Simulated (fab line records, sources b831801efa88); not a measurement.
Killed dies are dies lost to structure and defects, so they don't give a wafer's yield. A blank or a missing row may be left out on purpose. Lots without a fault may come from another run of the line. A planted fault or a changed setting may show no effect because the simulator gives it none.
Which tool did it? | flow gf180mcu | 13 lots, 39 wafers sampled, at 1 step of a route of 602

WHAT THE GAUGES READ, wafer by wafer
GF_V2_THK_MEAS_01. Usual: V2_CVD_00_THK 597 nm, standard deviation 5.7.
lot  | measured     | on            | V2_CVD_00_THK (nm) | flag
L909 | day 19 10:14 | film_metro-04 | 604 593 608        |
L910 | day 19 14:29 | film_metro-03 | 601 598 600        |
L911 | day 20 07:24 | film_metro-03 | 597 603 605        |
L912 | day 20 11:22 | film_metro-02 | 592 594 585        |
L913 | day 20 22:08 | film_metro-04 | 600 592 602        |
L914 | day 21 10:05 | film_metro-04 | 594 592 586        |
L920 | day 23 11:38 | film_metro-02 | 594 585 596        |
L924 | day 24 21:05 | film_metro-03 | 593 600 597        |
L927 | day 25 18:38 | film_metro-04 | 589 594 596        |
L928 | day 26 00:28 | film_metro-02 | 606 599 596        |
L929 | day 26 07:39 | film_metro-04 | 596 594 588        |
L930 | day 26 14:53 | film_metro-02 | 605 608 614        |
L931 | day 27 00:41 | film_metro-03 | 593 595 594        |

WHICH TOOL RAN EACH LOT (tool, then ch and the chambers of the sampled wafers, then the start)
The record holds no process step before these readings.

WHAT THE TOOLS THEMSELVES READ (means of the sampled wafers that have a number; where no wafer has one, the mark that the record gives instead)
The record holds no such reading with a usual standard deviation.

THE ANSWER, worked out from the rows above alone
Rule: a lot is off if the mean of its wafers that have a number lies more than 3 standard deviations from the usual mean. A lot without any number at a reading at which 4 lots or more have one is off too. The other lots that the step has rows for count as sound. The gauges are gone through in route order, then the tools' own readings, and for those a lot's mean is taken as printed above. The first step at which some lot is off is used, and at that step the reading that is off furthest; a lot without a number counts as furthest.
No lot is off at any reading shown: from this, nothing can be told.

WHAT THE SIMULATOR HAD PUT IN
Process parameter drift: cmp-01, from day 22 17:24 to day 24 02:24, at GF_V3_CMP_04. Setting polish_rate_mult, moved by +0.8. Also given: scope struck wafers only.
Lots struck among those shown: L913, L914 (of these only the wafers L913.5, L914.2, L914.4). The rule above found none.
